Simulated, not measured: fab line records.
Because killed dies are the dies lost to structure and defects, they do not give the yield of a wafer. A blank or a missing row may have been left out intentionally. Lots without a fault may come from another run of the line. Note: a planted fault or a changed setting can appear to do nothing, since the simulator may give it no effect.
Matching of chambers ; flow gf180mcu ; 4 sister chambers for GF_CONTACT_CMP_04 on cmp-02
The step polishes SiO2. 8 wafers are shown with their chamber, then 9 later ones without.

WAFERS WITH THEIR CHAMBER
wafer;chamber;motor_current_A (A);time_to_endpoint_s (s)
L932.1;0;12.3;107
L935.4;2;14.8;113
L940.2;3;11.0;109
L940.3;1;11.7;109
L940.5;1;11.1;116
L943.3;2;15.0;108
L943.4;0;11.7;112
L943.6;3;11.5;112

WAFERS MISSING THEIR CHAMBER
wafer;motor_current_A (A);time_to_endpoint_s (s)
L945.2;11.0;109
L945.3;12.3;106
L945.6;11.5;108
L947.3;14.7;109
L947.4;10.9;113
L947.6;14.7;118
L948.2;11.2;107
L948.3;11.5;100
L948.6;14.7;107

EACH ONE'S CHAMBER
wafer;from the rows above;in truth
L945.2;can't be placed: 3 or 1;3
L945.3;can't be placed: 0 or 1 or 3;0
L945.6;can't be placed: 3 or 1 or 0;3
L947.3;2;2
L947.4;can't be placed: 3 or 1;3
L947.6;2;2
L948.2;can't be placed: 3 or 1 or 0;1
L948.3;can't be placed: 3 or 0 or 1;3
L948.6;2;2
Placed correctly: 3 of 9. From these rows, 6 cannot be placed; in 6 the true chamber is one of the candidates. 0 placed wrongly.
How it was worked out, from the rows above alone: a wafer's distance from a chamber is the root of the sum, over the readings, of the square of ((its reading less the chamber's mean) divided by the reading's scatter). The wafer belongs to the nearest chamber; if the next one is less than 2 further off, it can't be placed. Each chamber's mean is taken over the wafers shown for it. The scatter: the root of (the sum of the squares of (reading less its chamber's mean) over the shown wafers, divided by (wafers less chambers)).
